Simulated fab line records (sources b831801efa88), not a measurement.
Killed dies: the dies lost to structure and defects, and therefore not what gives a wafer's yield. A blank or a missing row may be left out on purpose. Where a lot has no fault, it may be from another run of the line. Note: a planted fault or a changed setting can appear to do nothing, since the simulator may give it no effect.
A struck lot beside a sound one	flow sfq line	17 out of 325 route steps
Sound: these wafers, L342.1, L342.3, L342.6. The struck wafers were L356.2, L356.3, L356.5. The cause is named last.
Order at every step that has rows: each side's tool, ch and its chambers, its first start. Under that, the readings that differ: sound wafers	struck wafers	difference of the means	sigmas: that difference in standard deviations of wafers without a fault.
alike: readings whose means differ by less than 2 such deviations, and words and numbers that are the same on both sides. not compared: withheld readings, readings that some wafer has no value for, bounds like >300 that may hide the same value, and numbers for which the record gives no deviation and whose values overlap.
The two part at a step that has a row with sigmas, a row that says differs or no value, or rows on one side only. When numbers do not overlap yet have no deviation, they are printed without sigmas and do not part them. Lack of a reading on every wafer of one side parts them only where that side has two or more wafers.

SFQ_TRILAYER_I6_VIA_BARC_OPEN_VIA_ETCH_235: etches BARC in O2, target depth 125 nm, time 41.7 s.
  sound on rie diel-03 ch 0,1, day 67 21:17; struck on rie diel-02 ch 0,1,3, day 78 21:08
  alike: drypump motor current A, oes product au
  not compared: rf hours counter h
SFQ_TRILAYER_I6_VIA_ETCH_VIA_ETCH_172: etches SiO2 in CHF3, stops on Nb, target depth 260 nm.
  sound on rie diel-03 ch 0,1, day 67 21:19; struck on rie diel-02 ch 0,1,3, day 78 21:10
  alike: drypump motor current A, oes product au
SFQ_TRILAYER_I6_VIA_STRIP_STRIP_173: strips in O2.
  sound on rie metal-04 ch 0, day 67 21:26; struck on rie metal-02 ch 0, day 78 21:17
  alike: drypump motor current A, oes product au
  not compared: rf hours counter h
then, 2 steps without rows for these wafers: SFQ_TRILAYER_I6_VIA_STRIP_SOLV_CLEAN_174 (cleans in NMP, time 600 s); SFQ_TRILAYER_M7_DEP_PRE_CLEAN_176 (time 22.5 s).
SFQ_TRILAYER_M7_DEP_SPUTTER_175: material Nb, target thk 200 nm, time 133.3 s.
  sound on pvd sputter-04, day 67 22:14; struck on pvd sputter-03, day 78 22:05
  alike: throttle valve pct
SFQ_M7_RS_MEAS_943: measurement is done with a four-point probe.
  sound on film metro-02, day 67 22:19; struck on film metro-01, day 78 22:12
  alike: M7_NB_RS
then, 4 steps without rows for these wafers: SFQ_TRILAYER_M7_LITHO_COAT_182 (resist thk 62 nm); SFQ_TRILAYER_M7_LITHO_COAT_177 (resist thk 600 nm); SFQ_TRILAYER_M7_LITHO_SOFTBAKE_181; SFQ_TRILAYER_M7_LITHO_EXPOSE_178 (exposes mask M7, target cd 500 nm).
SFQ_TRILAYER_M7_LITHO_PEB_180: peb time 60 s.
  sound on litho track-04 ch 0, day 68 00:40; struck on litho track-04 ch 0, day 79 00:20
  alike: chill plate temp C
then, 1 step without rows for these wafers: SFQ_TRILAYER_M7_LITHO_DEVELOP_179 (time 60 s).
SFQ_M7_OVL_MEAS_945:
  sound on overlay-01, day 68 00:58; struck on overlay-02, day 79 00:37
  alike: M7_OVL
SFQ_TRILAYER_M7_BARC_OPEN_METAL_ETCH_229: etches BARC in O2, target depth 125 nm, time 41.7 s.
  sound on rie metal-01 ch 0,1, day 68 01:00; struck on rie metal-02 ch 0,1, day 79 00:38
reading	sound	struck	difference	sigmas
model.M7.cd nm (nm)	500 502.7 500.8	492.6 492.7 493.6	-8.2	
  alike: drypump motor current A, oes product au
  not compared: rf hours counter h
SFQ_TRILAYER_M7_ETCH_METAL_ETCH_180: etches Nb in Cl2/Ar, stops on SiO2, target depth 240 nm, time 120 s.
  sound on rie metal-01 ch 0,1, day 68 01:04; struck on rie metal-02 ch 0,1, day 79 00:42
reading	sound	struck	difference	sigmas
model.M7.cd nm (nm)	499.5 501.8 500.3	492.3 492.9 493.7	-7.6	
  alike: drypump motor current A, oes product au
  not compared: rf hours counter h
SFQ_TRILAYER_M7_STRIP_STRIP_181: strips in O2.
  sound on rie metal-01 ch 0,1, day 68 01:11; struck on rie metal-02 ch 0,1, day 79 00:50
  alike: drypump motor current A, oes product au
  not compared: rf hours counter h

== WHERE THEY PART ==
Nowhere in this record.

WHY: the cause the simulator had injected
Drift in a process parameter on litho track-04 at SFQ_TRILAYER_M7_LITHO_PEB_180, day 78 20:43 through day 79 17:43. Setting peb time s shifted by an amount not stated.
